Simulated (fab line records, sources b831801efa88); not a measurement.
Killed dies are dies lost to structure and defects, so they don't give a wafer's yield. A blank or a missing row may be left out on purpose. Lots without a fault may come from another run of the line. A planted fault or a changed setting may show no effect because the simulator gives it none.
One fault seen from 2 desks | flow sky130 | each desk has only its own numbers; what lay behind them comes last

THE METROLOGY DESK
What the gauges read, lot by lot, whatever tool the lot ran on: means of the sampled wafers that have a number. A lot is out of limits, marked OUT, if its mean lies more than 4 standard deviations from the usual mean; the brackets give that distance.
Columns: A = cd_nm at SKY_LI_CONTACT_CD_MEAS_12, usual 169.8 nm; B = LI_CONTACT_OVL at SKY_LI_CONTACT_OVL_MEAS_13, usual -5 nm
lot  | first seen here | A     | B
L124 | day 30 05:08    | 171.4 | 0
L131 | day 32 15:09    | 170.3 | -5
L136 | day 34 07:56    | 170.4 | -6
L141 | day 35 15:38    | 170.2 | -8
L142 | day 35 20:26    | 170.1 | -6
This desk's finding: nothing out of limits on any of the 5 lots.

THE TOOL OWNER'S DESK: pvd_sputter-03
The tool's own readings at SKY_LI_CONTACT_SPUTTER_20 (material TiN, target thk 20 nm, time 80 s): means of the sampled wafers that have a number, for each lot that ran on this tool. A lot is out of limits, marked OUT, if its mean lies more than 4 standard deviations from the usual mean; the brackets give that distance.
Columns: A = throttle_valve_pct at SKY_LI_CONTACT_SPUTTER_20, usual 29.6 %
lot  | first seen here | A
L131 | day 32 15:44    | 29.7
L136 | day 34 08:37    | 28.9
This desk's finding: nothing out of limits on any of the 2 lots.

PUT TOGETHER
The metrology desk saw nothing out of limits.
The tool owner's desk saw nothing out of limits.

WHAT THE SIMULATOR HAD PUT IN
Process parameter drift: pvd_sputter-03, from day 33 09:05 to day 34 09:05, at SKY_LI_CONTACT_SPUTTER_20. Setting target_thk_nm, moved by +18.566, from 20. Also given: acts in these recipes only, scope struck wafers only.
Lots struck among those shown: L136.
